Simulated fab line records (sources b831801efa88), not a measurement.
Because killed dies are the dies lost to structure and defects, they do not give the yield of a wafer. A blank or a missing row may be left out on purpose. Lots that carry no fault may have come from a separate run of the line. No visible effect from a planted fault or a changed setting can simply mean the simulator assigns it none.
A sampling plan put to the test	flow gf180mcu	53 faults told of in these records, all on one fab line, each judged by the records of the lots it struck
What counts as the plan is the set of the line's own looks, namely the steps on the route at which a gauge or an inspection reads a wafer and does not change it. A look can be judged if struck wafers have a number there and the file gives its usual mean and standard deviation on fault-free wafers. Caught: a look later than the fault's first step finds the struck wafers' mean 4 or more of those standard deviations (sigma) from the usual mean. On the tool: the test repeated on the tool's own readings taken at the fault's steps. Another recipe on the struck wafers, or a record that is blank for them alone, also counts as caught.

## THE FAULTS, as the simulator had put them in
1. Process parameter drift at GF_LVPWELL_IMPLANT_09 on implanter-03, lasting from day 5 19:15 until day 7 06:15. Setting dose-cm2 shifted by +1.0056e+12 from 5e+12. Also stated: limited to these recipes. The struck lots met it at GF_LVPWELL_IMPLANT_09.
2. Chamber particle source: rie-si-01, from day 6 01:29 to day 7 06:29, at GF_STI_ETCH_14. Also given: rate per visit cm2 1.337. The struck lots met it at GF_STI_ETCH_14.
3. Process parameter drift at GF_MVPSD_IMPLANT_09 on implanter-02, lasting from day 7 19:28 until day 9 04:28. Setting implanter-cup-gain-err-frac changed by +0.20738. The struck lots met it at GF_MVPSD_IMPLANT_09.
4. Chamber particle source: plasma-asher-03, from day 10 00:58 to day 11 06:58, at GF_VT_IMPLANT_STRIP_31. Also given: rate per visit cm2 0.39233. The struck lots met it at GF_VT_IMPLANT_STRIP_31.
5. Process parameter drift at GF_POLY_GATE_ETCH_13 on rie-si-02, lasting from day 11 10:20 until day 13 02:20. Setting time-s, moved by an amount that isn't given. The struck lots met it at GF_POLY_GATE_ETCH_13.
6. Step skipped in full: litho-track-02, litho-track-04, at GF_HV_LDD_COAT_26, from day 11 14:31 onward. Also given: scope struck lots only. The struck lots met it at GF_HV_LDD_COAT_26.
7. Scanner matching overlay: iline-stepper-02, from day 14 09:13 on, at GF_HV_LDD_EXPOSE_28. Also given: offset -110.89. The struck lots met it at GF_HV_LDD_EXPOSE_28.
8. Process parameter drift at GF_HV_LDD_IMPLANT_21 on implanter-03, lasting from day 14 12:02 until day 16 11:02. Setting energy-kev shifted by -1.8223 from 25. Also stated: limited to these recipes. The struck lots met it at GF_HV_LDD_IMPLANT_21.
9. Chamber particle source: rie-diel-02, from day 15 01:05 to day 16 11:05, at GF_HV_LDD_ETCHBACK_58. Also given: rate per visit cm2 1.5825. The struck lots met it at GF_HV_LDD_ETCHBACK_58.
10. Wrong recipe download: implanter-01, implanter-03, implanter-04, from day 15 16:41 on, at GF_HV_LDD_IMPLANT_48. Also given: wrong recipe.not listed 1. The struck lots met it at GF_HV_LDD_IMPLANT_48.
11. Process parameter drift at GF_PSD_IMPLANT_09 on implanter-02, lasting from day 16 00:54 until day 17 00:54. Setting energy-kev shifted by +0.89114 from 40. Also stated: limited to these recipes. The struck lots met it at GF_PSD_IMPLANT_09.
12. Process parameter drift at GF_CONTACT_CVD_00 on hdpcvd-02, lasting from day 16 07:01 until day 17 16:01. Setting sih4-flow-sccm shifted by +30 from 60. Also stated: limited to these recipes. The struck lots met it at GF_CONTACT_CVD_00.
13. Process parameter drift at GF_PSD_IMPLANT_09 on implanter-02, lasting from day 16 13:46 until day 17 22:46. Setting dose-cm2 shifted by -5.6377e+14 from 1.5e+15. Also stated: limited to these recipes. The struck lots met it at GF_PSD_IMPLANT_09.
14. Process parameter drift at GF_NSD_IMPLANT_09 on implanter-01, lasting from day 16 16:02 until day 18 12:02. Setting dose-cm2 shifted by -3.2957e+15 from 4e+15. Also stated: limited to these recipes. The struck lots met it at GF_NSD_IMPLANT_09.
15. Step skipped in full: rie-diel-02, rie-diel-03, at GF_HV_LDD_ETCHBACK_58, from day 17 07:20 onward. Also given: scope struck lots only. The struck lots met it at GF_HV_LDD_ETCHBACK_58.
16. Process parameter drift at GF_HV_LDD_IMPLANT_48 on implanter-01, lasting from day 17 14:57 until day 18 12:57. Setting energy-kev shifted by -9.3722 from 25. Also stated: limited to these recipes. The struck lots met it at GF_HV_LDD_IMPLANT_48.
17. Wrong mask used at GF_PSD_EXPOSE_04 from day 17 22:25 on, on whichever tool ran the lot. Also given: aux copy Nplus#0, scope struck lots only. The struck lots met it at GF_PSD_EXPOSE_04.
18. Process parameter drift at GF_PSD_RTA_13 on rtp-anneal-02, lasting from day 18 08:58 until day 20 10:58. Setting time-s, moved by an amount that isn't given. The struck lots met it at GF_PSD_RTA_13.
19. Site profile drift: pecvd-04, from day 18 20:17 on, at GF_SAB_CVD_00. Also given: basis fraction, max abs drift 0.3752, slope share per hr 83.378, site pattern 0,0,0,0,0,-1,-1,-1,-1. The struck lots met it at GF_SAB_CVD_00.
20. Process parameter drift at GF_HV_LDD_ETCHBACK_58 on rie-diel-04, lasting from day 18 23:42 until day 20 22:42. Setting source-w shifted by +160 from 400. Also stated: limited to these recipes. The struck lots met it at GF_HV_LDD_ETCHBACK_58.
21. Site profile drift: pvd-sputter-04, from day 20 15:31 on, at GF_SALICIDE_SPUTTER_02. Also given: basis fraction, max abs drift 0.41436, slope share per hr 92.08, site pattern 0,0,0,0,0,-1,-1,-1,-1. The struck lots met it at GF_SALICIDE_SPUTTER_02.
22. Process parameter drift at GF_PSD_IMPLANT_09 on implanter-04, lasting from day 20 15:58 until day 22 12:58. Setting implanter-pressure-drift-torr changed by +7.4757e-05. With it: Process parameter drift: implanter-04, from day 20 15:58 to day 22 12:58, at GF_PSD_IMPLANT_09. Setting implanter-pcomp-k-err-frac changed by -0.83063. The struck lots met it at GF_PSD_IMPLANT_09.
23. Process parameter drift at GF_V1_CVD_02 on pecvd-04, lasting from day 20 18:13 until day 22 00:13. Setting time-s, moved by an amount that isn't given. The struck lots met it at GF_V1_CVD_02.
24. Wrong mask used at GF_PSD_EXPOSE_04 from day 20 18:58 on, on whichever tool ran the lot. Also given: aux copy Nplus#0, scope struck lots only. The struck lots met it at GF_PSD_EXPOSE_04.
25. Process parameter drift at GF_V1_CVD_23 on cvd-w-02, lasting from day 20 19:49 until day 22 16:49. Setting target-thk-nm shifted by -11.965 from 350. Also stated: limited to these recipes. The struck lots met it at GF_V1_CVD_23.
26. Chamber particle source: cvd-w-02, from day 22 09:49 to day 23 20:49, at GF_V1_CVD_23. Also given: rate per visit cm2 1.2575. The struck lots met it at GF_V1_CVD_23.
27. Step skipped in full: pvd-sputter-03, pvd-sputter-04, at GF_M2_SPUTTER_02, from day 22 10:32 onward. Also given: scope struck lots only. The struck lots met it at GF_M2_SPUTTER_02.
28. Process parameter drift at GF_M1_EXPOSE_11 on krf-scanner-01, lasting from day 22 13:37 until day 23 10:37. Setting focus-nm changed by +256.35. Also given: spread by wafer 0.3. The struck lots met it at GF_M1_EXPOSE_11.
29. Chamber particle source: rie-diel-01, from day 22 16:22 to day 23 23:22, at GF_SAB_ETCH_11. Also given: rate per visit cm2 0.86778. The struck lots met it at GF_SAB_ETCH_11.
30. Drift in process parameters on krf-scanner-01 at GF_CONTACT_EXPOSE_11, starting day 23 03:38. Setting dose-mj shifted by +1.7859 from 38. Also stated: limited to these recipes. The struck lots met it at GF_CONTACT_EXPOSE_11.
31. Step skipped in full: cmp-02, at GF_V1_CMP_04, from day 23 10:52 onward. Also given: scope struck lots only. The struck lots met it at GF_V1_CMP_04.
32. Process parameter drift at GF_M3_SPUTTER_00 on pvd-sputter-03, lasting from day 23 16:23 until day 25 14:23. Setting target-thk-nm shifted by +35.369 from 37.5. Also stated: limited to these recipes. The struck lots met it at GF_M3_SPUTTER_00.
33. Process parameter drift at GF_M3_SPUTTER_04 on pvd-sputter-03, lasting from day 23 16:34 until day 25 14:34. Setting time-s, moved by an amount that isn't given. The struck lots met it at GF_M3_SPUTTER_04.
34. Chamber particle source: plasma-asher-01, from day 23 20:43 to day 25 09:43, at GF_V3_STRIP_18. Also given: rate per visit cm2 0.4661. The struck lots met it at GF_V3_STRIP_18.
35. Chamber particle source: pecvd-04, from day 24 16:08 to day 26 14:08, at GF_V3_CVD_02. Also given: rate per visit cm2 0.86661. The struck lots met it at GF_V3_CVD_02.
36. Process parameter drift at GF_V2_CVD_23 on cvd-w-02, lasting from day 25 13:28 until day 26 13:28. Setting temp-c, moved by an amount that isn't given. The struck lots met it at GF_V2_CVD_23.
37. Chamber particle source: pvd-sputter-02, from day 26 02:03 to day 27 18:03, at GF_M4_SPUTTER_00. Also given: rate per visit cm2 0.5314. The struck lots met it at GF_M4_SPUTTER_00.
38. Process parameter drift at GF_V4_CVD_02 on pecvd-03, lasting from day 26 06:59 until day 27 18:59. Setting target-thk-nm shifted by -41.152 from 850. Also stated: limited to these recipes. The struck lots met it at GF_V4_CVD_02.
39. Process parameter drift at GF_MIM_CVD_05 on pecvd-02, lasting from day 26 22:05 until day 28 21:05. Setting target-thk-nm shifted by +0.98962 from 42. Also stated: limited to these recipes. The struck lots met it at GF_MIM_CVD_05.
40. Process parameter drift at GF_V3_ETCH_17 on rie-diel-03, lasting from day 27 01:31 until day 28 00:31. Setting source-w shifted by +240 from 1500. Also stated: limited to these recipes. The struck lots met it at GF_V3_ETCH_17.
41. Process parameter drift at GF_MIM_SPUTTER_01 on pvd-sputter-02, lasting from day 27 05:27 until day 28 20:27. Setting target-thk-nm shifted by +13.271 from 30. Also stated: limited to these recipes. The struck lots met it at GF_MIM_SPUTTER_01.
42. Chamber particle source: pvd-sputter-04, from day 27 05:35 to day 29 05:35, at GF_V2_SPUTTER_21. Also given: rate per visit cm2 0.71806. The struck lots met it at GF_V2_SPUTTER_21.
43. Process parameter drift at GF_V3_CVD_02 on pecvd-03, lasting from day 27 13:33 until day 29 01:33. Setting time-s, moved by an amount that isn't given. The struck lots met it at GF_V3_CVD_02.
44. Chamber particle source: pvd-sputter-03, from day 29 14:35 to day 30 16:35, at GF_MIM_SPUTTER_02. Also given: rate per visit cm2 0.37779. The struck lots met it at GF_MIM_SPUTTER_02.
45. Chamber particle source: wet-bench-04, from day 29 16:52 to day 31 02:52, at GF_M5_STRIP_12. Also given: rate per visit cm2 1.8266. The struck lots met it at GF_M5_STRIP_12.
46. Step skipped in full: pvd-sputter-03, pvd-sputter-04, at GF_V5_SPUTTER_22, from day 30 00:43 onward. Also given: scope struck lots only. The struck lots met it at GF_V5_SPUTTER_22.
47. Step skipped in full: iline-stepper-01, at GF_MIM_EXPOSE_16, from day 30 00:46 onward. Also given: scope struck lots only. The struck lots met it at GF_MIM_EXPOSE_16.
48. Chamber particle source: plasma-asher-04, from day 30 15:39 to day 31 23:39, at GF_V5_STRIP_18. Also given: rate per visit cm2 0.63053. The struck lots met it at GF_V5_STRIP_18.
49. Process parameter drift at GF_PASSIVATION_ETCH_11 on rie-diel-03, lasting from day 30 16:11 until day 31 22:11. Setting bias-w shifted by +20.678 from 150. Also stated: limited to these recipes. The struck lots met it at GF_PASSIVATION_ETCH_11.
50. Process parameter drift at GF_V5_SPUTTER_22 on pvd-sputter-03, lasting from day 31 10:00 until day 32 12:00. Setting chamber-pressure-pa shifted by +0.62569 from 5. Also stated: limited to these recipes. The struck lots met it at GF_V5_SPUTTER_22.
51. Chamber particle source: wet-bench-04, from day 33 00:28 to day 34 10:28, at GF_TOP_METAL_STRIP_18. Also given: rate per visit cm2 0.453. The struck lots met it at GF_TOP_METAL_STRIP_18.
52. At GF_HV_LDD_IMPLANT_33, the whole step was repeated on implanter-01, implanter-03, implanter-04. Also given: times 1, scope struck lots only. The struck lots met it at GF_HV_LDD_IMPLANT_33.
53. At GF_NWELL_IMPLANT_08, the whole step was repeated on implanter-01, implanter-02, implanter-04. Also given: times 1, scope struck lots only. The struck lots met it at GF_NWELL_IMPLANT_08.

## WHAT THE PLAN SAW
fault	on the tool itself	first look that catches it	reading, sigma	median hours from its first step to that look	hours from the fault's start to the first struck lot there	judged looks passed uncaught
1	dose-ions-cm2 +99 or beyond sigma	GF_VT_IMPLANT_RS_MEAS_48	LVPWELL_RS -12	102.0	102	1
2	under 2 sigma	none of the 3 looks that can be judged after it	-	-	-	3
3	faraday-current-uA +10 sigma	GF_VT_IMPLANT_RS_MEAS_49	MVPSD_RS +12	72.6	77	0
4	under 2 sigma	none of the 3 looks that can be judged after it	-	-	-	3
5	run-length-s +12 sigma	no look after it can be judged	-	-	-	0
6	the tool's record is blank for the struck wafers	GF_HV_LDD_TW_MEAS_50	HV_LDD_4_TW +99 or beyond	31.7	35	0
7	no reading that can be judged	GF_HV_LDD_OVL_MEAS_32	HV_LDD_02_OVL -74	11.1	18	0
8	beam-energy-keV -99 or beyond sigma	not the one look that can be judged after it	strongest: HV_LDD_2_TW at GF_HV_LDD_TW_MEAS_23, -2.9	-	-	1
9	under 2 sigma	not the one look that can be judged after it	-	-	-	1
10	under 2 sigma	GF_HV_LDD_TW_MEAS_50	HV_LDD_4_TW +99 or beyond	0.2	8	0
11	beam-energy-keV +69 sigma	GF_PSD_RS_MEAS_15	PSD_RS -4.8	0.6	8	0
12	sih4-flow-sccm +99 or beyond sigma	GF_CONTACT_THK_MEAS_01	CONTACT_CVD_00_THK +32	0.0	10	0
13	dose-ions-cm2 -99 or beyond sigma	GF_PSD_TW_MEAS_11	PSD_TW -15	0.2	6	0
14	dose-ions-cm2 -99 or beyond sigma	GF_NSD_TW_MEAS_12	NSD_TW -7.9	0.4	13	0
15	the tool's record is blank for the struck wafers	no look after it can be judged	-	-	-	0
16	beam-energy-keV -99 or beyond sigma	GF_HV_LDD_TW_MEAS_50	HV_LDD_4_TW -16	0.2	8	0
17	no reading that can be judged	GF_PSD_TW_MEAS_11	PSD_TW -99 or beyond	11.8	18	0
18	run-length-s +7.2 sigma	GF_PSD_RS_MEAS_14	NSD_RS -14	0.1	8	0
19	under 2 sigma	GF_SAB_THK_MEAS_01	SAB_CVD_00_THK -10	0.0	16	0
20	rf-fwd-power-W +99 or beyond sigma	none of the 6 looks that can be judged after it	-	-	-	6
21	under 2 sigma	GF_SALICIDE_RS_MEAS_04	SALICIDE_TIN_RS +10	0.1	3	0
22	end-station-pressure-torr +99 or beyond sigma	GF_PSD_TW_MEAS_11	PSD_TW +6.5	0.2	8	0
23	run-length-s +99 or beyond sigma	GF_V1_THK_MEAS_03	V1_CVD_02_THK +44	0.1	12	0
24	under 2 sigma	GF_PSD_TW_MEAS_11	PSD_TW -99 or beyond	12.4	15	0
25	under 2 sigma	none of the 2 looks that can be judged after it	strongest: V1_W_RS at GF_V1_RS_MEAS_24, +3.7	-	-	2
26	under 2 sigma	no look after it can be judged	-	-	-	0
27	the tool's record is blank for the struck wafers	GF_M2_RS_MEAS_05	M2_ALCU_RS +99 or beyond	0.1	2	0
28	no reading that can be judged	GF_M1_CD_MEAS_14	cd-nm -15	11.8	16	0
29	under 2 sigma	not the one look that can be judged after it	-	-	-	1
30	exposure-dose-mJ-cm2 +41 sigma	not the one look that can be judged after it	strongest: cd-nm at GF_CONTACT_CD_MEAS_14, +3.6	-	-	1
31	the tool's record is blank for the struck wafers	no look after it can be judged	-	-	-	0
32	under 2 sigma	no look after it can be judged	-	-	-	0
33	under 2 sigma	no look after it can be judged	-	-	-	0
34	under 2 sigma	not the one look that can be judged after it	-	-	-	1
35	under 2 sigma	not the one look that can be judged after it	-	-	-	1
36	susceptor-temp-C -42 sigma	GF_V2_RS_MEAS_24	V2_W_RS +13	0.1	4	0
37	under 2 sigma	none of the 2 looks that can be judged after it	-	-	-	2
38	under 2 sigma	not the one look that can be judged after it	strongest: V4_CVD_02_THK at GF_V4_THK_MEAS_03, -2.7	-	-	1
39	under 2 sigma	none of the 5 looks that can be judged after it	strongest: MIM_CVD_05_THK at GF_MIM_THK_MEAS_06, +2.5	-	-	5
40	rf-fwd-power-W +52 sigma	no look after it can be judged	-	-	-	0
41	under 2 sigma	no look after it can be judged	-	-	-	0
42	under 2 sigma	not the one look that can be judged after it	-	-	-	1
43	run-length-s -28 sigma	GF_V3_THK_MEAS_03	V3_CVD_02_THK -9.5	0.1	11	0
44	under 2 sigma	not the one look that can be judged after it	-	-	-	1
45	no reading that can be judged	none of the 2 looks that can be judged after it	-	-	-	2
46	the tool's record is blank for the struck wafers	no look after it can be judged	-	-	-	0
47	no reading that can be judged	no look after it can be judged	-	-	-	0
48	under 2 sigma	no look after it can be judged	-	-	-	0
49	bias-w +46 sigma	no look after it can be judged	-	-	-	0
50	chamber-pressure-pa +56 sigma	no look after it can be judged	-	-	-	0
51	no reading that can be judged	no look after it can be judged	-	-	-	0
52	under 2 sigma	GF_HV_LDD_TW_MEAS_38	HV_LDD_3_TW +16	1.1	-	0
53	under 2 sigma	GF_NWELL_TW_MEAS_11	NWELL_TW +49	0.7	-	0
A dash: the fault is not caught, or the number is missing from these records.

Caught at a look: 23 of 53. Caught on the tool: 24 of 53. By one or the other: 33 of 53.
Faults caught by the tool alone: 5, 8, 15, 20, 30, 31, 40, 46, 49, 50.
Caught at a look alone: faults 7, 10, 17, 19, 21, 24, 28, 52, 53.
Caught by neither: faults 2, 4, 9, 25, 26, 29, 32, 33, 34, 35, 37, 38, 39, 41, 42, 44, 45, 47, 48, 51.

## THINNER SAMPLING
In the worst case, this is how late the first struck lot would be measured if the look that catches a fault measured only every second or every third lot, by lot number:
fault	struck lots at that look, in order of time	every lot	every second lot	every third lot
1	L103, L107	102 h	may miss all 2	may miss all 2
3	L698, L700, L701	77 h	99 h	may miss all 3
6	L612, L613	35 h	42 h	may miss all 2
7	L240, L247	18 h	80 h	may miss all 2
10	L314, L315	8 h	10 h	may miss all 2
11	L795, L796	8 h	19 h	may miss all 2
12	L580, L581	10 h	20 h	may miss all 2
13	L344, L346	6 h	may miss all 2	may miss all 2
14	L838, L841	13 h	42 h	may miss all 2
16	L961, L962	8 h	12 h	may miss all 2
17	L413	18 h	may miss it	may miss it
18	L171, L172	8 h	19 h	may miss all 2
19	L606, L607	16 h	21 h	may miss all 2
21	L733, L741	3 h	may miss all 2	may miss all 2
22	L901, L903	8 h	may miss all 2	may miss all 2
23	L327, L328	12 h	17 h	may miss all 2
24	L128	15 h	may miss it	may miss it
27	L965, L966, L967	2 h	13 h	24 h
28	L124, L125	16 h	23 h	may miss all 2
36	L530, L532	4 h	may miss all 2	may miss all 2
43	L844, L846	11 h	may miss all 2	may miss all 2
Hours count from the start of the fault until the first struck lot that is measured. 4 sigma limit: tested on the pooled struck wafers, so a lone lot may be under it. Other struck lots may not be in these records.

## THE LONGEST TIMED WAY FROM STEP TO LOOK
In fault 1, a median of 102.0 hours elapses between GF_LVPWELL_IMPLANT_09 and GF_VT_IMPLANT_RS_MEAS_48. The look between them that can be judged stayed within 4 sigma: GF_VT_IMPLANT_OVL_MEAS_29.
